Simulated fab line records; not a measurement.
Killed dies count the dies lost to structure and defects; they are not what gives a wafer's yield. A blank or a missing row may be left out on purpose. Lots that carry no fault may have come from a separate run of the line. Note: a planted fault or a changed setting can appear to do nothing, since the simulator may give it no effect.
Problem report in the 8D (eight disciplines) form, filled by code | flow gf180mcu | the parts of the form that need people (team, actions taken, sign-off) are left out

## 1. PROBLEM STATEMENT
HV_LDD_RS at GF_HV_LDD_RS_MEAS_53 reads a mean of 411.3 ohm/sq on 6 wafers of 2 lots; wafers without a fault read 418.6 ohm/sq with a standard deviation of 0.93. That is -7.8 standard deviations from the usual mean.
The step: measures by four-point-probe.
Earliest sighting: wafer L911.2 on film metro-02 at day 19 10:20. Wafers with a number at this step in the record: 42, from 14 lots. The rule behind "out" and "out of limits": a value lying over 4 standard deviations away from the usual mean. The rest of the wafers with a number are treated as sound.

## 2. WHAT IT IS, WHAT IT ISN'T
question                    | is                     | is not
which readings at this step | HV_LDD_RS              | -
which lots                  | L911, L914             | L892, L893, L894, L896, L897, L898, L900, L901, L902, L903, L904, L905
which wafers of those lots  | all that have a number | -
read on which gauges        | film metro-02          | film metro-03, film metro-04
when                        | from day 19 10:20      | up to then (36 sound wafers)

## 3. WHAT RULES OUT EACH SUSPECT
Counting: a tool stays on the suspect list if, at a process step up to the reading, it processed all lots that are out and no sound lot following the first of them.
- the gauge at GF_HV_LDD_RS_MEAS_53: ruled out. All the wafers that are out were read on film metro-02, but those of them that GF_HV_LDD_IMPLANT_35 has rows for are out there too, on other tools.
- implanter-03 at GF_HV_LDD_IMPLANT_35: kept. Every lot that is out went through it, starting with L911 (day 18 07:58), and after that it ran no sound lot; the last sound lot it ran before then is L905 (day 16 07:21). Its own beam energy keV readings are out on those wafers.
The count leaves implanter-03 at GF_HV_LDD_IMPLANT_35.

## 4. THE CAUSE (what the simulator had put in)
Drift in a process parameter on implanter-03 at GF_HV_LDD_IMPLANT_35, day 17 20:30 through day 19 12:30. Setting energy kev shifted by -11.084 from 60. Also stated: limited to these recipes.
The count eliminated every tool but this one.

## 5. THE EFFECT CHAIN, in route order
Rows list readings where the struck wafers' mean (over those with a number) sits beyond 3 standard deviations from the usual. Readings are gone through only where the record gives a usual standard deviation; hours: the median, over the lots, of the time from a lot's start at the first step in this table giving one to that lot's start at this step; sigmas: the change measured in usual standard deviations.
hours | step                 | reading         | usual        | on struck wafers | change  | sigmas
0     | GF_HV_LDD_IMPLANT_35 | beam energy keV | 60.004       | 48.914           | -11.090 | -99 or more
26    | GF_HV_LDD_RS_MEAS_53 | HV_LDD_RS       | 418.6 ohm/sq | 411.3            | -7.3    | -7.8
It contains these process steps:
- GF_HV_LDD_IMPLANT_35

## 6. HOW IT WOULD HAVE BEEN CAUGHT EARLIER
Counted from the fault's start at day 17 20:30, it took 38 hours until the first out-of-limits reading at a measuring or inspecting step in this record, taken at day 19 10:20.
At GF_HV_LDD_IMPLANT_35, the tool's own readings (beam energy keV) were out on each struck wafer the step has a row for, so an alarm limit on them would have fired on the first such wafer.
Each of the lots that are out, 2 in all, had begun GF_HV_LDD_IMPLANT_35 on implanter-03 no later than day 19 10:20. Holding the tool at that point would not have protected any of them.
